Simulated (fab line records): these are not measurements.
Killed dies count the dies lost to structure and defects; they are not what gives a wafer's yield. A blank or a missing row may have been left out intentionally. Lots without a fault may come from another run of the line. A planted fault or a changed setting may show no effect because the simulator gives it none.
8D (eight disciplines) problem report, filled in by code | flow gf180mcu | the parts of the form that need people (team, actions taken, sign-off) are left out

1. WHAT WENT WRONG
NWELL_TW at GF_NWELL_TW_MEAS_11 reads a mean of 1459 on 6 wafers of 2 lots; wafers without a fault read 1572 with a standard deviation of 17. Relative to the usual mean, that is a shift of -6.6 standard deviations.
First observed at day 4 12:50: wafer L150.4, on filmMetro-01. Wafers with a number at this step in the record: 36, from 12 lots. The rule behind "out" and "out of limits": a value lying over 4 standard deviations away from the usual mean. The rest of the wafers with a number are treated as sound.

2. WHAT THIS IS AND IS NOT
question                    | is                         | is not
which readings at this step | NWELL_TW                   | -
which lots                  | L150, L153                 | L145, L146, L147, L157, L161, L162, L164, L166, L167, L168
which wafers of those lots  | all that have a number     | -
read on which gauges        | filmMetro-01, filmMetro-02 | filmMetro-03
when                        | from day 4 12:50           | up to then (9 sound wafers); but 21 sound wafers of L157, L161, L162, L164, L166, L167, L168 came after

3. WHAT RULES OUT EACH SUSPECT
Counting: a tool stays on the suspect list if, at a process step up to the reading, it processed all lots that are out and no sound lot following the first of them.
- the gauge at GF_NWELL_TW_MEAS_11: ruled out. Those wafers that are out were read across 2 gauges (filmMetro-01, filmMetro-02).
- lithoTrack-03 at GF_STI_PEB_10 (peb time 91.46 s): ruled out as a lasting fault. After its first lot that is out, L150 (day 3 04:05), sound lots L157, L162, L164, L166, L167, L168 ran on it. GF_STI_PEB_10 gives no start for some lots, so the hours and the order of its lots are those of GF_STI_ETCH_13.
- implanter-04 at GF_NWELL_IMPLANT_08: kept. All lots that are out passed through it, beginning with L150 at day 4 12:29, and no sound lot followed; its final sound lot before that point was L145 at day 3 07:29. Its own readings are out on those wafers: beamOnS, faradayCurrentUA.
Left after counting: implanter-04 at GF_NWELL_IMPLANT_08.

4. THE CAUSE (what the simulator had put in)
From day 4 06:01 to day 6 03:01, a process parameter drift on implanter-04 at GF_NWELL_IMPLANT_08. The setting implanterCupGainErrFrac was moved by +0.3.
This tool alone remained once counting was done.

5. THE CHAIN OF EFFECTS, in route order
Each row: a reading where the mean over the struck wafers with a number is more than 3 standard deviations away from the usual. Only readings for which the record gives a usual standard deviation are gone through. hours: the time from each lot's start at the first step in this table that gives one to its start at this step, as a median over the lots. sigmas: the change in usual standard deviations.
hours | step                     | reading          | usual        | on struck wafers | change | sigmas
0     | GF_NWELL_IMPLANT_08      | beamOnS          | 10.01 s      | 7.70             | -2.31  | -11
0     | GF_NWELL_IMPLANT_08      | faradayCurrentUA | 84.5         | 109.7            | +25.2  | +14
0     | GF_NWELL_TW_MEAS_11      | NWELL_TW         | 1572         | 1459             | -113   | -6.6
115   | GF_VT_IMPLANT_RS_MEAS_47 | NWELL_RS         | 488.3 ohm/sq | 562.8            | +74.5  | +62
Here are the process steps it includes:
- GF_NWELL_IMPLANT_08

6. WHAT WOULD HAVE CAUGHT IT SOONER
The first out-of-limits reading at a measuring or inspecting step in this record came at day 4 12:50, 7 hours after the fault's start at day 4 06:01.
Tool's own readings at GF_NWELL_IMPLANT_08, beamOnS, faradayCurrentUA: out on all struck wafers the step has rows for; an alarm limit on them would have tripped on the first.
L153, from the lots that are out (2), started GF_NWELL_IMPLANT_08 on implanter-04 later than day 4 12:50. Had the tool been put on hold then, it would have been spared.
